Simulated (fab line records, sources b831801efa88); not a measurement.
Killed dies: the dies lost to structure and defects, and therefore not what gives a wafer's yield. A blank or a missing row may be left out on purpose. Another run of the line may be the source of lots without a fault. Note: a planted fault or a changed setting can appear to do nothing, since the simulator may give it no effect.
Struck lot and sound lot, side by side + flow sky130 + 14 out of 708 route steps
Sound: wafers L652.2, L652.4, L652.6. Wafers struck: L655.1, L655.3, L655.5. At the end, the cause is stated.
Order at every step that has rows: each side's tool, ch and its chambers, its first start. Under that, the readings that differ: sound wafers + struck wafers + difference of the means + sigmas: that difference in standard deviations of wafers without a fault.
alike: words and numbers the same on both sides, and readings whose means are apart by under 2 such deviations; not compared: readings that were withheld, readings missing a value for some wafer, numbers with overlapping values and no deviation given by the record, and bounds like >300 which may hide the same value.
The two part at a step that has a row with sigmas, a row that says differs or no value, or rows on one side only. Numbers that have no deviation but don't overlap get no sigmas and don't part them. A reading missing from all wafers of one side parts the sides only when that side holds two or more wafers.

first, 2 steps without rows for these wafers: SKY_NWELL_PEB_08; SKY_NWELL_DEVELOP_09 (develop time 60 s).
SKY_NWELL_OVL_MEAS_10:
  sound on overlay-02, day 5 06:21; struck on overlay-01, day 5 16:59
  alike: NWELL_00_OVL
then, 3 steps without rows for these wafers: SKY_NWELL_IMPLANT_11; SKY_NWELL_IMPLANT_12; SKY_NWELL_IMPLANT_13.
SKY_NWELL_STRIP_14: strips in O2/N2.
  sound on plasma asher-02 ch 0,1, day 5 06:50; struck on plasma asher-01 ch 0, day 5 17:28
  alike: drypump motor current A, oes product au, strip time to endpoint s
  not compared: rf hours counter h
SKY_NWELL_TW_MEAS_15:
  sound on film metro-03, day 5 06:56; struck on film metro-03, day 5 17:34
  alike: NWELL_TW
then, 4 steps without rows for these wafers: SKY_NWELL_DEHYDRATE_16 (time 60 s); SKY_NWELL_HMDS_17 (prime time 60 s); SKY_NWELL_COAT_18 (resist thk 3000 nm); SKY_NWELL_SOFTBAKE_19.
SKY_NWELL_EXPOSE_20: exposes mask NWM COMPLEMENT, target cd 840 nm.
  sound on iline stepper-02 ch 0, day 5 16:39; struck on iline stepper-01 ch 0, day 6 02:14
| reading | sound                                              | struck                                                      | difference | sigmas |
|---------|----------------------------------------------------|-------------------------------------------------------------|------------|--------|
| mask    | NWM_COMPLEMENT#0 NWM_COMPLEMENT#0 NWM_COMPLEMENT#0 | NWM_COMPLEMENT_R1#0 NWM_COMPLEMENT_R1#0 NWM_COMPLEMENT_R1#0 | differs    |        |
following that, these wafers have no rows for 1 step: SKY_NWELL_PEB_21.

== WHERE THEY PART ==
SKY_NWELL_EXPOSE_20 only, going by this record.

WHY: what had been put in by the simulator
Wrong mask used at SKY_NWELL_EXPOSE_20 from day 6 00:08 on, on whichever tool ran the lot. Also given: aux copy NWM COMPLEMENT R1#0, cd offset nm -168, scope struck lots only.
